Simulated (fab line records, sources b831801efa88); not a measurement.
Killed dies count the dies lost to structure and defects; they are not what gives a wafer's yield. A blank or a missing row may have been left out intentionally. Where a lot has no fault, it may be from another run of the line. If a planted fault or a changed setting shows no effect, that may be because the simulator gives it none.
2 desks looking at one fault | flow sky130 | numbers are kept per desk, each desk with only its own; the story behind them comes last

FOR THE TOOL OWNER'S DESK: litho_track-04
The tool's own readings at SKY_VT_ADJUST_HVTP_DEVELOP_06 (develop time 60 s): means of the sampled wafers that have a number, for each lot that ran on this tool. Any lot whose mean is over 4 standard deviations away from the usual mean is out of limits and marked OUT; that distance is given in the brackets.
Columns: A = developer_temp_C at SKY_VT_ADJUST_HVTP_DEVELOP_06, usual 22.96 C
lot  | first seen here | A
L393 | day 6 05:59     | 22.91
L394 | day 6 11:35     | 22.81
L396 | day 7 03:47     | 22.83
L404 | day 9 07:35     | 25.17 (+20) OUT
L405 | day 9 16:43     | 25.29 (+21) OUT
Finding of this desk: L404, L405 out of limits; the first was L404 at day 9 07:35, on developer_temp_C at SKY_VT_ADJUST_HVTP_DEVELOP_06. Within limits: L393, L394, L396.

FROM THE METROLOGY DESK
Means of the sampled wafers that have a number, per lot and without regard to the tool the lot ran on: this is what the gauges read. Any lot whose mean is over 4 standard deviations away from the usual mean is out of limits and marked OUT; that distance is given in the brackets.
Columns: A = INCOMING_BOW at SKY_FIELD_ISO_BOW_MEAS_00, usual 0 um; B = cd_nm at SKY_VT_ADJUST_HVTP_CD_MEAS_07, usual 379.0 nm
lot  | first seen here | A  | B
L393 | day 1 15:00     | -7 | 380.0
L394 | day 1 20:01     | -5 | 377.0
L395 | day 2 01:01     | 0  | 379.5
L396 | day 2 06:00     | -2 | 377.5
L397 | day 2 11:01     | -2 | 379.7
L404 | day 3 22:02     | 2  | 371.3 (-4.3) OUT
L405 | day 4 03:01     | 0  | 370.5 (-4.7) OUT
L406 | day 4 08:00     | -1 | 379.6
L408 | day 4 18:00     | -4 | 379.7
L409 | day 4 23:01     | 2  | 380.3
L412 | day 5 14:00     | -3 | 381.8
L414 | day 6 00:00     | 0  | 380.3
L415 | day 6 05:01     | 1  | 376.6
Finding of this desk: L404, L405 out of limits; the first was L404 at day 9 07:44, on cd_nm at SKY_VT_ADJUST_HVTP_CD_MEAS_07. Within limits: L393, L394, L395, L396, L397, L406, L408, L409, L412, L414, L415.

PUT TOGETHER
On L404, L405, at day 9 07:35, an alarm was possible from the tool owner's desk.
An alarm was possible from the metrology desk at day 9 07:44, on L404, L405.
SKY_VT_ADJUST_HVTP_DEVELOP_06 was run on litho_track-04 by each of the lots named.

WHAT THE SIMULATOR HAD PUT IN
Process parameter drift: litho_track-04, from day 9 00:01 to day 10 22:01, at SKY_VT_ADJUST_HVTP_DEVELOP_06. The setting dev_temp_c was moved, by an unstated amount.
Struck lots among those shown: L404, L405.
Hours from the fault's start to each desk's first reading out of limits: the tool owner's desk, 8; the metrology desk, 8.
